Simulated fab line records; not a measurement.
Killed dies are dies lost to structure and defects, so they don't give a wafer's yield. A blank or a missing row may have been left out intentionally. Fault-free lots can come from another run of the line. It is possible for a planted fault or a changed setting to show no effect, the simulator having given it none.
fab line records	flow sky130	part 1 of 2: steps 1 to 30 of 43
record lots=5	wafers=15	lastDay=49
route steps=708 shown VT_ADJUST_NCORE@123 VT_ADJUST_HVTR@131 VT_ADJUST_PCH@143 SONOS_TUNNEL@154
lots that met no fault: from a run of the same line without faults
startH: the number of hours between the record's first day and the start of the first shown wafer of the lot	waitH: time in hours since the lot's previous step	" as in the row above	L1.1+2: a single row standing in for several wafers	- value missing, or start not given	* or withheld: withheld	< > ~ a bound
route shown NAME@n: NAME is a module with steps in the file, n the number in the route of the first one	usual: the fault-free wafers' mean and standard deviation	same: alike in all rows	chamber/n: place in a boat	sites: each site's reading	_std_site: standard deviation of those values	_edge_site: mean of outer sites minus mean of inner sites	radiusMm: how far each site lies from the wafer's centre	mask NAME#n: copy n	behind: the tool/chamber that last shaped the wafer	hold: cause of the lot's hold/its duration in hours/its outcome	device: transistor that didn't switch, given as n, p or np	end of line: at the end of the route, the tests of the same wafers	for a step that has no rows: nothing shown but its recipe	killed: dies lost to structure and defects at the first sort, not the wafer's yield	map: dies across one wafer; x = killed, . = not, _ = none there
set.NAME: the setting that was run; set.NAME@STEP: the one run at that earlier step	model.NAME: the simulator's own value behind a step, which no gauge read
a table for each step, a row for each wafer; lots at some steps of the route
services: from which hour (startH, from the record's first day; less than 0 if before it) a tool's chamber was out of use, for how many hours, and why
## steps
# step SKY_VT_ADJUST_NCORE_EXPOSE_04
# recipe maskId=LVTN_COMPLEMENT_THIN	na=0.6	sourceShape=conventional	sigmaOuter=0.6	polarization=unpolarized	targetCdNm=380	doseMj=139
lot.wafer	tool	chamber	startH	waitH	mask
L074.2+4+5	ilineStepper-02	0	-	-	LVTN_COMPLEMENT_THIN#0
L075.2+3+5	ilineStepper-01	0	-	-	LVTN_COMPLEMENT_THIN#0
L081.2+4+5	ilineStepper-01	0	-	-	LVTN_COMPLEMENT_THIN#0
L086.3+4+5	ilineStepper-02	0	-	-	LVTN_COMPLEMENT_THIN#0
L092.1+3+6	ilineStepper-02	0	-	-	LVTN_COMPLEMENT_THIN#0
# step SKY_VT_ADJUST_NCORE_PEB_05
# recipe tempC=withheld	timeS=*	resist=NOVOLAK
lot.wafer	tool	chamber	startH	waitH
L074.2+4+5	lithoTrack-02	0	-	-
L075.2+3+5	lithoTrack-03	0	-	-
L081.2+4+5	lithoTrack-03	0	-	-
L086.3+4+5	lithoTrack-01	0	-	-
L092.1+3+6	lithoTrack-03	0	-	-
# step SKY_VT_ADJUST_NCORE_DEVELOP_06
# recipe resist=NOVOLAK	developer=TMAH	developTimeS=60	devTempC=23
# usual developerTempC=22.99/0.1
lot.wafer	tool	chamber	startH	waitH	developerTempC
L074.2	lithoTrack-02	0	182.57	0.1	22.94
L074.4	"	0	"	"	22.88
L074.5	"	0	"	"	23.07
L075.2	lithoTrack-03	0	187.63	0.1	23.29
L075.3	"	0	"	"	23.06
L075.5	"	0	"	"	22.98
L081.2	lithoTrack-03	0	234.68	0.1	23.03
L081.4	"	0	"	"	22.89
L081.5	"	0	"	"	23.16
L086.3	lithoTrack-01	0	264.42	0.1	23.07
L086.4	"	0	"	"	22.92
L086.5	"	0	"	"	22.98
L092.1	lithoTrack-03	0	310.90	0.1	22.93
L092.3	"	0	"	"	23.06
L092.6	"	0	"	"	23.07
# step SKY_VT_ADJUST_NCORE_CD_MEAS_07
# recipe targetCdNm=380
# usual cdNm=380.5/2.8
lot.wafer	tool	chamber	startH	waitH	cdNm
L074.2	cdSem-01	-	182.72	0.1	379.4
L074.4	"	-	"	"	378.4
L074.5	"	-	"	"	380.1
L075.2	cdSem-02	-	187.77	0.1	380.7
L075.3	"	-	"	"	379.8
L075.5	"	-	"	"	382.4
L081.2	cdSem-02	-	234.82	0.1	379.6
L081.4	"	-	"	"	379.7
L081.5	"	-	"	"	380.9
L086.3	cdSem-02	-	264.56	0.1	379.7
L086.4	"	-	"	"	380.0
L086.5	"	-	"	"	379.0
L092.1	cdSem-01	-	311.05	0.1	381.6
L092.3	"	-	"	"	380.7
L092.6	"	-	"	"	381.2
# step SKY_VT_ADJUST_NCORE_OVL_MEAS_08
# usual VT_ADJUST_NCORE_OVL=1.2/1.3
lot.wafer	tool	chamber	startH	waitH	VT_ADJUST_NCORE_OVL[nm]
L074.2	overlay-02	-	182.82	0.1	3.2
L074.4	"	-	"	"	1.1
L074.5	"	-	"	"	1.0
L075.2	overlay-01	-	187.88	0.1	0.9
L075.3	"	-	"	"	2.4
L075.5	"	-	"	"	1.6
L081.2	overlay-01	-	234.93	0.1	-0.4
L081.4	"	-	"	"	-1.1
L081.5	"	-	"	"	-1.0
L086.3	overlay-02	-	264.65	0.1	1.5
L086.4	"	-	"	"	2.1
L086.5	"	-	"	"	2.0
L092.1	overlay-01	-	311.17	0.1	0.8
L092.3	"	-	"	"	0.0
L092.6	"	-	"	"	2.0
# step SKY_VT_ADJUST_NCORE_IMPLANT_09
# recipe species=B	energyKev=10	doseCm2=2.4e+12	tiltDeg=withheld
# usual beamOnS=10.02/0.18	doseIonsCm2=2.3996e+12/2.7e+09
lot.wafer	tool	chamber	startH	waitH	beamOnS	doseIonsCm2
L074.2	implanter-03	0	182.88	0.0	9.89	2.3983e+12
L074.4	"	0	"	"	10.22	2.4017e+12
L074.5	"	0	"	"	10.12	2.399e+12
L075.2	implanter-02	0	187.93	0.0	10.03	2.399e+12
L075.3	"	0	"	"	10.19	2.397e+12
L075.5	"	0	"	"	9.86	2.3976e+12
L081.2	implanter-03	0	234.98	0.0	10.13	2.3984e+12
L081.4	"	0	"	"	10.12	2.4004e+12
L081.5	"	0	"	"	9.91	2.3947e+12
L086.3	implanter-02	0	264.72	0.1	10.11	2.4033e+12
L086.4	"	0	"	"	10.37	2.3991e+12
L086.5	"	0	"	"	10.09	2.4002e+12
L092.1	implanter-02	0	311.21	0.0	9.99	2.4052e+12
L092.3	"	0	"	"	10.07	2.4041e+12
L092.6	"	0	"	"	9.79	2.4032e+12
# step SKY_VT_ADJUST_NCORE_STRIP_10
# recipe chemistry=O2/N2	powerW=1400	pressureMtorr=1500	platenTempC=withheld	o2FlowSccm=3000	n2FlowSccm=300	overashFraction=0.5
# usual drypumpMotorCurrentA=5.7/0.66	oesProductAu=0.716/0.0054	stripTimeToEndpointS=14.18/0.035
lot.wafer	tool	chamber	startH	waitH	drypumpMotorCurrentA	oesProductAu	rfHoursCounterH	stripTimeToEndpointS
L074.2	plasmaAsher-04	1	183.00	0.1	5.3	0.718	6	14.16
L074.4	"	0	"	"	6.6	0.714	-	14.19
L074.5	"	1	"	"	5.3	0.719	-	14.15
L075.2	plasmaAsher-04	0	188.06	0.1	6.6	0.712	7	14.21
L075.3	"	0	"	"	6.6	0.713	-	14.23
L075.5	"	0	"	"	6.6	0.711	-	14.24
L081.2	plasmaAsher-04	1	235.11	0.1	5.3	0.716	11	14.19
L081.4	"	1	"	"	5.3	0.717	-	14.21
L081.5	"	0	"	"	6.5	0.718	-	14.20
L086.3	plasmaAsher-02	0	264.86	0.1	4.9	0.717	-	14.16
L086.4	"	1	"	"	5.6	0.718	-	14.21
L086.5	"	0	"	"	5.0	0.714	-	14.19
L092.1	plasmaAsher-04	1	311.36	0.1	5.3	0.719	19	14.26
L092.3	"	1	"	"	5.3	0.713	-	14.20
L092.6	"	0	"	"	6.6	0.728	-	14.25
# step SKY_VT_ADJUST_NCORE_TW_MEAS_11
# usual VT_ADJUST_NCORE_TW=219.2/2
lot.wafer	tool	chamber	startH	waitH	VT_ADJUST_NCORE_TW
L074.2	filmMetro-03	-	183.11	0.1	218.7
L074.4	"	-	"	"	219.7
L074.5	"	-	"	"	219.5
L075.2	filmMetro-03	-	188.17	0.1	219.6
L075.3	"	-	"	"	218.0
L075.5	"	-	"	"	217.9
L081.2	filmMetro-02	-	235.22	0.1	216.8
L081.4	"	-	"	"	216.6
L081.5	"	-	"	"	217.7
L086.3	filmMetro-02	-	264.94	0.1	218.3
L086.4	"	-	"	"	217.8
L086.5	"	-	"	"	216.4
L092.1	filmMetro-03	-	311.46	0.1	221.0
L092.3	"	-	"	"	219.3
L092.6	"	-	"	"	220.5
# step SKY_VT_ADJUST_HVTR_DEHYDRATE_00
# recipe tempC=200	timeS=60
lot.wafer	tool	chamber	startH	waitH
L074.2+4+5	lithoTrack-03	0	193.48	10.4
L075.2+3+5	lithoTrack-02	0	198.87	10.7
L081.2+4+5	lithoTrack-02	0	246.67	11.4
L086.3+4+5	lithoTrack-03	0	277.45	12.5
L092.1+3+6	lithoTrack-04	0	323.97	12.5
# step SKY_VT_ADJUST_HVTR_HMDS_01
# recipe primeTimeS=60	primeTempC=120
lot.wafer	tool	chamber	startH	waitH
L074.2+4+5	lithoTrack-03	0	193.63	0.1
L075.2+3+5	lithoTrack-02	0	199.02	0.1
L081.2+4+5	lithoTrack-02	0	246.82	0.1
L086.3+4+5	lithoTrack-03	0	277.60	0.1
L092.1+3+6	lithoTrack-04	0	324.12	0.1
# step SKY_VT_ADJUST_HVTR_COAT_02
# recipe resist=NOVOLAK	spinRpm=3000	resistThkNm=1140
lot.wafer	tool	chamber	startH	waitH
L074.2+4+5	lithoTrack-03	0	193.78	0.1
L075.2+3+5	lithoTrack-02	0	199.17	0.1
L081.2+4+5	lithoTrack-02	0	246.97	0.1
L086.3+4+5	lithoTrack-03	0	277.75	0.1
L092.1+3+6	lithoTrack-04	0	324.27	0.1
# step SKY_VT_ADJUST_HVTR_SOFTBAKE_03
# recipe tempC=90	timeS=60	resist=NOVOLAK
lot.wafer	tool	chamber	startH	waitH
L074.2+4+5	lithoTrack-03	0	193.93	0.1
L075.2+3+5	lithoTrack-02	0	199.32	0.1
L081.2+4+5	lithoTrack-02	0	247.12	0.1
L086.3+4+5	lithoTrack-03	0	277.90	0.1
L092.1+3+6	lithoTrack-04	0	324.42	0.1
# step SKY_VT_ADJUST_HVTR_EXPOSE_04
# recipe maskId=HVTRM	targetCdNm=380	na=0.6	sourceShape=conventional	sigmaOuter=0.6	doseMj=150
lot.wafer	tool	chamber	startH	waitH	mask
L074.2+4+5	ilineStepper-02	0	-	-	HVTRM#0
L075.2+3+5	ilineStepper-01	0	-	-	HVTRM#0
L081.2+4+5	ilineStepper-02	0	-	-	HVTRM#0
L086.3+4+5	ilineStepper-01	0	-	-	HVTRM#0
L092.1+3+6	ilineStepper-01	0	-	-	HVTRM#0
# step SKY_VT_ADJUST_HVTR_PEB_05
# recipe tempC=withheld	timeS=*	resist=NOVOLAK
lot.wafer	tool	chamber	startH	waitH
L074.2+4+5	lithoTrack-02	0	-	-
L075.2+3+5	lithoTrack-03	0	-	-
L081.2+4+5	lithoTrack-03	0	-	-
L086.3+4+5	lithoTrack-03	0	-	-
L092.1+3+6	lithoTrack-02	0	-	-
# step SKY_VT_ADJUST_HVTR_DEVELOP_06
# recipe developTimeS=60	devTempC=22.37
# usual developerTempC=22.36/0.11
lot.wafer	tool	chamber	startH	waitH	developerTempC
L074.2	lithoTrack-02	0	204.57	0.1	22.25
L074.4	"	0	"	"	22.29
L074.5	"	0	"	"	22.36
L075.2	lithoTrack-03	0	210.03	0.1	22.57
L075.3	"	0	"	"	22.53
L075.5	"	0	"	"	22.42
L081.2	lithoTrack-03	0	258.73	0.1	22.34
L081.4	"	0	"	"	22.42
L081.5	"	0	"	"	22.46
L086.3	lithoTrack-03	0	289.45	0.1	22.33
L086.4	"	0	"	"	22.39
L086.5	"	0	"	"	22.42
L092.1	lithoTrack-02	0	337.45	0.1	22.36
L092.3	"	0	"	"	22.45
L092.6	"	0	"	"	22.54
# step SKY_VT_ADJUST_HVTR_CD_MEAS_07
# recipe targetCdNm=380
# usual cdNm=380.5/3
lot.wafer	tool	chamber	startH	waitH	cdNm
L074.2	cdSem-02	-	204.72	0.1	383.6
L074.4	"	-	"	"	384.8
L074.5	"	-	"	"	382.6
L075.2	cdSem-02	-	210.17	0.1	381.7
L075.3	"	-	"	"	381.7
L075.5	"	-	"	"	379.2
L081.2	cdSem-02	-	258.87	0.1	377.0
L081.4	"	-	"	"	376.8
L081.5	"	-	"	"	376.1
L086.3	cdSem-01	-	289.59	0.1	379.6
L086.4	"	-	"	"	381.8
L086.5	"	-	"	"	381.1
L092.1	cdSem-01	-	337.60	0.1	380.4
L092.3	"	-	"	"	379.6
L092.6	"	-	"	"	378.6
# step SKY_VT_ADJUST_HVTR_OVL_MEAS_08
# usual VT_ADJUST_HVTR_OVL=-0.4/1.3
lot.wafer	tool	chamber	startH	waitH	VT_ADJUST_HVTR_OVL[nm]
L074.2	overlay-02	-	204.82	0.1	-1.0
L074.4	"	-	"	"	-1.5
L074.5	"	-	"	"	-0.8
L075.2	overlay-01	-	210.28	0.1	-3.5
L075.3	"	-	"	"	-2.3
L075.5	"	-	"	"	-2.4
L081.2	overlay-01	-	258.98	0.1	-0.6
L081.4	"	-	"	"	-0.7
L081.5	"	-	"	"	0.0
L086.3	overlay-01	-	289.68	0.1	-1.1
L086.4	"	-	"	"	-1.6
L086.5	"	-	"	"	-0.2
L092.1	overlay-01	-	337.72	0.1	-1.9
L092.3	"	-	"	"	-1.3
L092.6	"	-	"	"	-1.2
# step SKY_VT_ADJUST_HVTR_IMPLANT_09
# recipe species=B	energyKev=10	doseCm2=2.1e+12	tiltDeg=withheld
# usual beamOnS=10.01/0.2	doseIonsCm2=2.1001e+12/2.4e+09
lot.wafer	tool	chamber	startH	waitH	beamOnS	doseIonsCm2
L074.2	implanter-03	0	204.88	0.0	10.16	2.0995e+12
L074.4	"	0	"	"	9.81	2.1009e+12
L074.5	"	0	"	"	9.98	2.0995e+12
L075.2	implanter-03	0	210.33	0.0	9.81	2.0997e+12
L075.3	"	0	"	"	10.05	2.0983e+12
L075.5	"	0	"	"	10.17	2.1039e+12
L081.2	implanter-03	0	259.03	0.0	10.09	2.0994e+12
L081.4	"	0	"	"	10.06	2.1011e+12
L081.5	"	0	"	"	10.18	2.0983e+12
L086.3	implanter-03	0	289.76	0.1	9.88	2.1001e+12
L086.4	"	0	"	"	9.88	2.1018e+12
L086.5	"	0	"	"	9.92	2.0997e+12
L092.1	implanter-04	0	337.75	0.0	10.11	2.0964e+12
L092.3	"	0	"	"	10.06	2.0944e+12
L092.6	"	0	"	"	9.57	2.0957e+12
# step SKY_VT_ADJUST_HVTR_STRIP_10
# recipe chemistry=O2/N2	powerW=1400	pressureMtorr=1500	platenTempC=withheld	o2FlowSccm=3000	n2FlowSccm=300	overashFraction=0.5
# usual drypumpMotorCurrentA=5.8/0.6	oesProductAu=0.716/0.0052	stripTimeToEndpointS=14.17/0.038
lot.wafer	tool	chamber	startH	waitH	drypumpMotorCurrentA	oesProductAu	rfHoursCounterH	stripTimeToEndpointS
L074.2	plasmaAsher-04	1	205.00	0.1	5.3	0.709	8	14.18
L074.4	"	1	"	"	5.3	0.709	-	14.18
L074.5	"	1	"	"	5.3	0.720	-	14.20
L075.2	plasmaAsher-04	1	210.46	0.1	5.3	0.717	9	14.19
L075.3	"	0	"	"	6.6	0.724	-	14.16
L075.5	"	0	"	"	6.6	0.716	-	14.21
L081.2	plasmaAsher-04	0	259.16	0.1	6.6	0.713	14	14.18
L081.4	"	1	"	"	5.3	0.718	-	14.16
L081.5	"	1	"	"	5.3	0.718	-	14.22
L086.3	plasmaAsher-04	1	289.89	0.1	5.3	0.721	-	14.15
L086.4	"	0	"	"	6.6	0.721	-	14.14
L086.5	"	1	"	"	5.3	0.713	-	14.16
L092.1	plasmaAsher-03	1	337.90	0.1	5.9	0.715	66	14.18
L092.3	"	1	"	"	5.9	0.715	-	14.17
L092.6	"	0	"	"	6.0	0.712	-	14.18
# step SKY_VT_ADJUST_HVTR_TW_MEAS_11
# usual VT_ADJUST_HVTR_TW=210.4/1.5
lot.wafer	tool	chamber	startH	waitH	VT_ADJUST_HVTR_TW
L074.2	filmMetro-01	-	205.11	0.1	209.1
L074.4	"	-	"	"	211.0
L074.5	"	-	"	"	210.2
L075.2	filmMetro-03	-	210.57	0.1	210.1
L075.3	"	-	"	"	209.8
L075.5	"	-	"	"	209.6
L081.2	filmMetro-02	-	259.27	0.1	209.1
L081.4	"	-	"	"	207.3
L081.5	"	-	"	"	209.1
L086.3	filmMetro-03	-	289.98	0.1	211.7
L086.4	"	-	"	"	211.9
L086.5	"	-	"	"	212.1
L092.1	filmMetro-03	-	338.00	0.1	211.6
L092.3	"	-	"	"	212.3
L092.6	"	-	"	"	211.2
# step SKY_VT_ADJUST_PCH_DEHYDRATE_00
# recipe tempC=200	timeS=60
lot.wafer	tool	chamber	startH	waitH
L074.2+4+5	lithoTrack-02	0	215.37	10.2
L075.2+3+5	lithoTrack-01	0	221.44	10.9
L081.2+4+5	lithoTrack-04	0	271.15	11.9
L086.3+4+5	lithoTrack-04	0	303.02	13.0
L092.1+3+6	lithoTrack-04	0	350.77	12.8
# step SKY_VT_ADJUST_PCH_HMDS_01
# recipe primeTimeS=60	primeTempC=120
lot.wafer	tool	chamber	startH	waitH
L074.2+4+5	lithoTrack-02	0	215.52	0.1
L075.2+3+5	lithoTrack-01	0	221.59	0.1
L081.2+4+5	lithoTrack-04	0	271.30	0.1
L086.3+4+5	lithoTrack-04	0	303.17	0.1
L092.1+3+6	lithoTrack-04	0	350.92	0.1
# step SKY_VT_ADJUST_PCH_COAT_02
# recipe spinRpm=2000	resistThkNm=3000
lot.wafer	tool	chamber	startH	waitH
L074.2+4+5	lithoTrack-02	0	215.67	0.1
L075.2+3+5	lithoTrack-01	0	221.74	0.1
L081.2+4+5	lithoTrack-04	0	271.45	0.1
L086.3+4+5	lithoTrack-04	0	303.32	0.1
L092.1+3+6	lithoTrack-04	0	351.07	0.1
# step SKY_VT_ADJUST_PCH_SOFTBAKE_03
# recipe tempC=110	timeS=withheld
lot.wafer	tool	chamber	startH	waitH
L074.2+4+5	lithoTrack-02	0	215.83	0.1
L075.2+3+5	lithoTrack-01	0	221.90	0.1
L081.2+4+5	lithoTrack-04	0	271.60	0.1
L086.3+4+5	lithoTrack-04	0	303.49	0.1
L092.1+3+6	lithoTrack-04	0	351.22	0.1
# step SKY_VT_ADJUST_PCH_EXPOSE_04
# recipe maskId=NWM	na=0.6	sourceShape=conventional	sigmaOuter=0.6	polarization=unpolarized	targetCdNm=840	doseMj=255
lot.wafer	tool	chamber	startH	waitH	mask
L074.2+4+5	ilineStepper-02	0	-	-	NWM#0
L075.2+3+5	ilineStepper-01	0	-	-	NWM#0
L081.2+4+5	ilineStepper-02	0	-	-	NWM#0
L086.3+4+5	ilineStepper-02	0	-	-	NWM#0
L092.1+3+6	ilineStepper-02	0	-	-	NWM#0
# step SKY_VT_ADJUST_PCH_PEB_05
# recipe tempC=115	timeS=withheld
lot.wafer	tool	chamber	startH	waitH
L074.2+4+5	lithoTrack-04	0	-	-
L075.2+3+5	lithoTrack-02	0	-	-
L081.2+4+5	lithoTrack-04	0	-	-
L086.3+4+5	lithoTrack-04	0	-	-
L092.1+3+6	lithoTrack-01	0	-	-
# step SKY_VT_ADJUST_PCH_DEVELOP_06
# recipe wallAngleDeg=90	developer=TMAH	developTimeS=60	devTempC=23
# usual developerTempC=23.00/0.11
lot.wafer	tool	chamber	startH	waitH	developerTempC
L074.2	lithoTrack-04	0	-	-	22.99
L074.4	"	0	"	"	23.26
L074.5	"	0	"	"	23.08
L075.2	lithoTrack-02	0	-	-	22.99
L075.3	"	0	"	"	23.01
L075.5	"	0	"	"	22.93
L081.2	lithoTrack-04	0	-	-	23.10
L081.4	"	0	"	"	22.93
L081.5	"	0	"	"	22.93
L086.3	lithoTrack-04	0	-	-	23.24
L086.4	"	0	"	"	23.18
L086.5	"	0	"	"	23.33
L092.1	lithoTrack-01	0	-	-	22.92
L092.3	"	0	"	"	22.93
L092.6	"	0	"	"	23.14
# step SKY_VT_ADJUST_PCH_OVL_MEAS_07
# usual VT_ADJUST_PCH_OVL=-0.3/1.4
lot.wafer	tool	chamber	startH	waitH	VT_ADJUST_PCH_OVL[nm]
L074.2	overlay-02	-	227.38	-	-0.1
L074.4	"	-	"	"	-1.0
L074.5	"	-	"	"	-0.1
L075.2	overlay-02	-	232.90	-	0.0
L075.3	"	-	"	"	-1.3
L075.5	"	-	"	"	-1.2
L081.2	overlay-01	-	284.33	-	0.5
L081.4	"	-	"	"	0.8
L081.5	"	-	"	"	0.0
L086.3	overlay-02	-	315.73	-	-3.4
L086.4	"	-	"	"	-4.5
L086.5	"	-	"	"	-3.6
L092.1	overlay-01	-	365.72	-	-2.0
L092.3	"	-	"	"	-0.5
L092.6	"	-	"	"	0.7
# step SKY_VT_ADJUST_PCH_IMPLANT_08
# recipe species=B	energyKev=10	doseCm2=5e+11	tiltDeg=withheld
# usual beamOnS=10.00/0.19	doseIonsCm2=5.001e+11/5.4e+08
lot.wafer	tool	chamber	startH	waitH	beamOnS	doseIonsCm2
L074.2	implanter-03	0	227.43	0.0	10.21	5.006e+11
L074.4	"	0	"	"	10.05	5.002e+11
L074.5	"	0	"	"	9.99	5.011e+11
L075.2	implanter-03	0	232.96	0.0	9.80	5.005e+11
L075.3	"	0	"	"	9.72	5.002e+11
L075.5	"	0	"	"	9.79	4.989e+11
L081.2	implanter-04	0	284.38	0.0	10.09	5.005e+11
L081.4	"	0	"	"	10.12	4.996e+11
L081.5	"	0	"	"	10.17	5.013e+11
L086.3	implanter-04	0	315.81	0.1	10.27	5.005e+11
L086.4	"	0	"	"	9.98	5.005e+11
L086.5	"	0	"	"	9.76	5.004e+11
L092.1	implanter-01	0	365.75	0.0	10.04	5.002e+11
L092.3	"	0	"	"	10.02	4.998e+11
L092.6	"	0	"	"	10.11	5.001e+11
# step SKY_VT_ADJUST_PCH_STRIP_09
# recipe chemistry=O2/N2	powerW=1400	pressureMtorr=1500	platenTempC=withheld	o2FlowSccm=3000	n2FlowSccm=300	overashFraction=0.5
# usual drypumpMotorCurrentA=5.6/0.53	oesProductAu=0.722/0.0044	stripTimeToEndpointS=36.90/0.13
lot.wafer	tool	chamber	startH	waitH	drypumpMotorCurrentA	oesProductAu	rfHoursCounterH	stripTimeToEndpointS
L074.2	plasmaAsher-03	0	227.56	0.1	6.0	0.719	56	37.16
L074.4	"	0	"	"	6.0	0.722	-	37.22
L074.5	"	0	"	"	6.0	0.728	-	37.16
L075.2	plasmaAsher-02	0	233.08	0.1	4.9	0.715	52	37.01
L075.3	"	0	"	"	4.9	0.718	-	37.05
L075.5	"	1	"	"	5.5	0.724	-	37.07
L081.2	plasmaAsher-03	1	284.51	0.1	5.9	0.720	61	36.82
L081.4	"	0	"	"	6.0	0.727	-	36.78
L081.5	"	1	"	"	5.9	0.722	-	36.81
L086.3	plasmaAsher-03	1	315.94	0.1	5.9	0.727	-	36.91
L086.4	"	0	"	"	6.0	0.726	-	36.72
L086.5	"	1	"	"	5.9	0.718	-	36.85
L092.1	plasmaAsher-04	0	365.90	0.1	6.6	0.713	24	37.04
L092.3	"	0	"	"	6.6	0.723	-	37.07
L092.6	"	1	"	"	5.2	0.725	-	36.99
